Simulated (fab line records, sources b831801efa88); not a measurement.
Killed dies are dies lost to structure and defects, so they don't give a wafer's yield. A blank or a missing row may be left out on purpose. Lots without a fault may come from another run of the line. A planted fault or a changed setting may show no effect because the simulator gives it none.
fab line records | flow gf180mcu
record lots=13 wafers=39 last_day=34
route steps=602 shown NWELL@50 V2@399 M3@423 V3@433
lots that met no fault: from a run of the same line without faults
start_h: hours from the record's first day to the start of the lot's first wafer shown | wait_h: hours since the lot's step before | " the same as in the row above | L1.1+2: a row that stands for several wafers | - no value, or no start given | * or withheld: withheld | < > ~ a bound
route shown NAME@n: a module of which the file shows steps, and the number in the route of the first | usual: mean/standard deviation of fault-free wafers | same: alike in all rows | chamber/n: place in a boat | sites: the reading at each site | _std_site: their standard deviation | _edge_site: outer sites' mean less inner sites' | radius_mm: how far each site lies from the wafer's centre | mask NAME#n: copy n | behind: the tool/chamber that last shaped the wafer | hold: why the lot was held/for how many hours/how that ended | device: the transistor (n, p or np) that didn't switch | end of line: the same wafers' tests at the end of the route | a step without rows: its recipe alone | killed: dies lost to structure and defects at the first sort, not the wafer's yield | map: a wafer's dies, x killed, . not, _ none there
set.NAME: the setting as run; set.NAME@STEP: as run at that earlier step | model.NAME: the simulator's own value behind a step, which no gauge read
steps of the route over a sample of lots; a table a step, a row a wafer
services: from which hour (start_h, from the record's first day; less than 0 if before it) a tool's chamber was out of use, for how many hours, and why
## steps
# step GF_NWELL_IMPLANT_08
# recipe species=P energy_kev=450 dose_cm2=1.5e+13 tilt_deg=0
# usual beam_energy_keV=449.99/0.14 beam_on_s=10.00/0.19
# columns lot.wafer tool chamber start_h wait_h beam_energy_keV beam_on_s
L810.1 implanter-03 0 61.42 0.0 450.15 9.62
L810.2 " 0 " " 450.15 10.09
L810.4 " 0 " " 450.13 10.00
L811.1 implanter-02 0 65.67 0.0 450.26 9.90
L811.3 " 0 " " 450.21 10.31
L811.4 " 0 " " 450.30 10.28
L812.1 implanter-02 0 73.42 0.0 449.82 10.03
L812.2 " 0 " " 449.88 9.76
L812.6 " 0 " " 449.95 9.60
L813.2 implanter-03 0 79.65 0.0 449.92 9.89
L813.4 " 0 " " 449.90 9.77
L813.5 " 0 " " 450.06 9.60
L815.1 implanter-03 0 88.34 0.0 450.00 9.90
L815.2 " 0 " " 449.97 9.88
L815.5 " 0 " " 449.94 9.99
L816.1 implanter-03 0 93.22 0.0 449.97 10.18
L816.5 " 0 " " 449.94 10.14
L816.6 " 0 " " 450.04 9.99
L820.4 implanter-02 0 117.10 0.1 449.83 9.74
L820.5 " 0 " " 449.98 10.26
L820.6 " 0 " " 450.02 10.22
L821.2 implanter-03 0 120.42 0.0 450.19 9.84
L821.5 " 0 " " 450.26 10.19
L821.6 " 0 " " 450.19 9.81
L824.1 implanter-03 0 138.33 0.0 494.42 10.08
L824.2 " 0 " " 494.45 10.11
L824.4 " 0 " " 494.24 10.26
L825.2 implanter-03 0 142.35 0.0 494.48 9.89
L825.5 " 0 " " 494.25 9.62
L825.6 " 0 " " 494.23 10.17
L827.1 implanter-02 0 156.49 0.0 450.07 9.88
L827.5 " 0 " " 450.04 10.32
L827.6 " 0 " " 449.80 10.17
L829.3 implanter-04 0 165.17 0.1 449.86 10.01
L829.4 " 0 " " 449.85 9.95
L829.5 " 0 " " 449.99 9.98
L831.1 implanter-04 0 179.24 0.0 449.93 10.01
L831.2 " 0 " " 450.08 10.07
L831.6 " 0 " " 450.05 9.84
# step GF_VT_IMPLANT_RS_MEAS_47
# recipe thk_meas_gauge=four-point-probe
# usual NWELL_RS=488.0/1.2
# columns lot.wafer tool chamber start_h wait_h NWELL_RS[ohm/sq]
L810.1 film_metro-04 - 164.35 0.1 487.2
L810.2 " - " " 487.2
L810.4 " - " " 486.3
L811.1 film_metro-01 - 170.65 0.1 487.7
L811.3 " - " " 486.9
L811.4 " - " " 488.1
L812.1 film_metro-04 - 180.12 0.1 488.6
L812.2 " - " " 489.6
L812.6 " - " " 489.7
L813.2 film_metro-01 - 186.99 0.1 489.3
L813.4 " - " " 488.5
L813.5 " - " " 490.0
L815.1 film_metro-03 - 197.15 0.1 489.0
L815.2 " - " " 489.7
L815.5 " - " " 488.1
L816.1 film_metro-03 - 204.36 0.1 487.7
L816.5 " - " " 487.4
L816.6 " - " " 488.3
L820.4 film_metro-04 - 233.63 0.1 487.3
L820.5 " - " " 487.9
L820.6 " - " " 487.5
L821.2 film_metro-01 - 235.29 0.1 488.4
L821.5 " - " " 489.1
L821.6 " - " " 488.4
L824.1 film_metro-03 - 257.60 0.1 479.8
L824.2 " - " " 480.5
L824.4 " - " " 480.5
L825.2 film_metro-03 - 263.62 0.1 478.8
L825.5 " - " " 477.8
L825.6 " - " " 477.7
L827.1 film_metro-04 - 282.46 0.1 485.7
L827.5 " - " " 485.2
L827.6 " - " " 486.5
L829.3 film_metro-03 - 294.05 0.1 485.7
L829.4 " - " " 487.9
L829.5 " - " " 486.3
L831.1 film_metro-03 - 312.10 0.1 488.8
L831.2 " - " " 487.8
L831.6 " - " " 487.8
# step GF_V2_ETCH_17
# recipe chemistry=C4F8/O2/Ar mask_material=KrF target=SiO2 stop_on=TiN source_w=1500 bias_w=1200 pressure_mtorr=40 c4f8_flow_sccm=withheld O2_flow_sccm=6 Ar_flow_sccm=300 time_s=withheld target_depth_a=6300
# usual oes_product_au=0.855/0.0047
# columns lot.wafer tool chamber start_h wait_h oes_product_au
L810.1 rie_diel-01 1 - - 0.853
L810.2 " 0 " " 0.855
L810.4 " 1 " " 0.859
L811.1 rie_diel-01 2 - - 0.851
L811.3 " 1 " " 0.853
L811.4 " 0 " " 0.858
L812.1 rie_diel-01 3 - - 0.853
L812.2 " 0 " " 0.852
L812.6 " 1 " " 0.852
L813.2 rie_diel-01 0 - - 0.860
L813.4 " 1 " " 0.856
L813.5 " 2 " " 0.856
L815.1 rie_diel-03 1 - - 0.856
L815.2 " 0 " " 0.859
L815.5 " 2 " " 0.859
L816.1 rie_diel-03 1 - - 0.849
L816.5 " 1 " " 0.855
L816.6 " 2 " " 0.858
L820.4 rie_diel-01 3 - - 0.858
L820.5 " 1 " " 0.852
L820.6 " 2 " " 0.853
L821.2 rie_diel-01 1 - - 0.857
L821.5 " 1 " " 0.854
L821.6 " 0 " " 0.860
L824.1 rie_diel-03 1 - - 0.846
L824.2 " 3 " " 0.850
L824.4 " 2 " " 0.858
L825.2 rie_diel-03 3 - - 0.851
L825.5 " 2 " " 0.850
L825.6 " 3 " " 0.846
L827.1 rie_diel-02 2 - - 0.853
L827.5 " 0 " " 0.861
L827.6 " 1 " " 0.857
L829.3 rie_diel-01 2 - - 0.848
L829.4 " 1 " " 0.856
L829.5 " 2 " " 0.855
L831.1 rie_diel-01 2 - - 0.841
L831.2 " 3 " " 0.855
L831.6 " 2 " " 0.864
# step GF_M3_CD_MEAS_14
# recipe target_cd_nm=280
# usual cd_nm=280.2/1.1
# columns lot.wafer tool chamber start_h wait_h cd_nm
L810.1 cd_sem-02 - 499.53 0.1 280.8
L810.2 " - " " 281.8
L810.4 " - " " 280.4
L811.1 cd_sem-02 - 512.68 0.1 279.2
L811.3 " - " " 280.4
L811.4 " - " " 279.9
L812.1 cd_sem-02 - 522.23 0.1 280.2
L812.2 " - " " 280.3
L812.6 " - " " 279.9
L813.2 cd_sem-01 - 537.27 1.7 280.4
L813.4 " - " " 280.7
L813.5 " - " " 281.4
L815.1 cd_sem-02 - 547.68 0.1 279.9
L815.2 " - " " 279.2
L815.5 " - " " 279.7
L816.1 cd_sem-02 - 551.83 0.1 281.9
L816.5 " - " " 281.1
L816.6 " - " " 281.8
L820.4 cd_sem-02 - 586.54 0.1 280.7
L820.5 " - " " 280.9
L820.6 " - " " 280.1
L821.2 cd_sem-01 - 589.70 0.1 280.6
L821.5 " - " " 279.5
L821.6 " - " " 280.5
L824.1 cd_sem-02 - 613.40 0.1 279.4
L824.2 " - " " 278.7
L824.4 " - " " 279.2
L825.2 cd_sem-01 - 620.32 0.1 281.2
L825.5 " - " " 280.5
L825.6 " - " " 282.4
L827.1 cd_sem-02 - 636.63 0.1 280.7
L827.5 " - " " 280.7
L827.6 " - " " 280.0
L829.3 cd_sem-01 - 650.42 0.1 280.0
L829.4 " - " " 280.5
L829.5 " - " " 280.6
L831.1 cd_sem-01 - 668.15 0.1 281.0
L831.2 " - " " 279.9
L831.6 " - " " 280.9
# step GF_V3_CMP_04
# recipe material=SiO2 down_force_psi=4 platen_rpm=60 pad_velocity_m_s=0.94248
# usual motor_current_A=12.0/0.76 slurry_filter_dp_kPa=13.50/0.12 time_to_endpoint_s=82/5.2
# columns lot.wafer tool chamber start_h wait_h motor_current_A slurry_filter_dp_kPa time_to_endpoint_s
L810.1 cmp-01 3 500.64 0.1 11.9 13.67 74
L810.4 " 1 " " 12.8 13.45 83
L810.2 " 2 " " 11.7 13.49 78
L811.4 cmp-02 3 513.76 0.0 11.7 13.26 87
L811.3 " 0 " " 12.9 13.42 84
L811.1 " 2 " " 12.0 13.56 83
L812.2 cmp-02 3 523.41 0.1 12.4 13.34 74
L812.1 " 0 " " 12.6 13.32 80
L812.6 " 2 " " 11.8 13.21 78
L813.2 cmp-01 3 538.38 0.1 11.7 13.50 82
L813.4 " 1 " " 13.1 13.18 86
L813.5 " 2 " " 11.4 13.74 78
L815.1 cmp-01 1 548.81 0.1 12.7 13.51 78
L815.2 " 3 " " 11.4 13.70 72
L815.5 " 1 " " 13.1 13.77 80
L816.1 cmp-02 0 552.91 0.1 12.6 13.35 83
L816.6 " 0 " " 13.4 13.43 92
L816.5 " 1 " " 13.3 13.47 86
L820.4 cmp-01 2 587.71 0.2 11.9 13.43 83
L820.6 " 3 " " 11.4 13.35 83
L820.5 " 0 " " 10.4 13.67 87
L821.2 cmp-02 2 591.04 0.3 11.9 13.44 71
L821.6 " 2 " " 11.3 13.45 85
L821.5 " 3 " " 12.0 13.45 84
L824.2 cmp-02 0 614.51 0.0 13.2 13.69 75
L824.1 " 1 " " 12.7 13.37 76
L824.4 " 3 " " 11.8 13.64 86
L825.2 cmp-01 1 621.54 0.2 13.4 13.51 87
L825.6 " 2 " " 11.1 13.58 86
L825.5 " 3 " " 11.6 13.42 92
L827.1 cmp-02 1 637.95 0.2 12.5 13.46 80
L827.6 " 2 " " 11.2 13.33 77
L827.5 " 3 " " 11.6 13.19 87
L829.3 cmp-02 3 651.46 0.0 11.5 13.63 74
L829.4 " 0 " " 12.8 13.65 94
L829.5 " 0 " " 12.6 13.55 81
L831.2 cmp-02 0 669.55 0.4 12.4 13.57 80
L831.1 " 1 " " 13.1 13.46 81
L831.6 " 0 " " 13.2 13.56 91
## services
# columns tool chamber start_h hours kind
rie_diel-01 2 39.13 1.9 repair
cmp-02 - 62.91 3.7 pm
rie_diel-01 3 116.34 9.6 repair
rie_diel-01 2 144.30 1.2 repair
rie_diel-01 3 147.88 9.1 repair
rie_diel-01 0 162.94 96.0 repair
rie_diel-01 3 187.31 7.4 repair
cmp-02 - 230.62 2.7 repair
cmp-02 - 233.28 4.0 pm
rie_diel-01 - 268.01 0.3 repair
cmp-02 - 308.87 0.8 repair
rie_diel-01 3 346.93 10.8 repair
rie_diel-01 - 350.27 1.0 repair
cmp-02 - 361.76 0.5 repair
rie_diel-01 2 363.05 7.6 repair
cmp-02 - 367.26 4.6 pm
rie_diel-01 0 370.02 5.9 repair
cmp-02 - 404.82 1.9 repair
rie_diel-01 3 431.97 7.6 repair
cmp-02 - 442.73 5.3 repair
cmp-02 - 446.33 1.1 repair
rie_diel-01 2 472.15 3.5 repair
rie_diel-01 3 480.81 14.5 repair
rie_diel-01 0 488.51 5.4 repair
## key
first_sign step=GF_NWELL_IMPLANT_08 reading=beam_energy_keV direction=up sigmas=99+ usual=449.99 struck=494.35
effect step=GF_VT_IMPLANT_RS_MEAS_47 reading=NWELL_RS direction=down sigmas=7.6 usual=488.0 struck=479.2
met_at GF_NWELL_IMPLANT_08
struck_lots L824,L825
tester_left_out L824,L825
not_acting_at GF_V2_ETCH_17,GF_M3_CD_MEAS_14,GF_V3_CMP_04
onset_between 120.42 138.33
fault kind=process_parameter_drift tool=implanter-03 chamber=- onset_h=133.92 steps=GF_NWELL_IMPLANT_08 channel=energy_kev offset=44.225 shape=step end_h=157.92 acts_in=these_recipes_only stated=450
# tester_left_out: of these lots the tester's yield and bins aren't shown, on N5 and GAA mostly nor the transistor test; their killed dies are dies lost to structure and defects alone, not to doping, threshold or leakage, so they don't give the yield
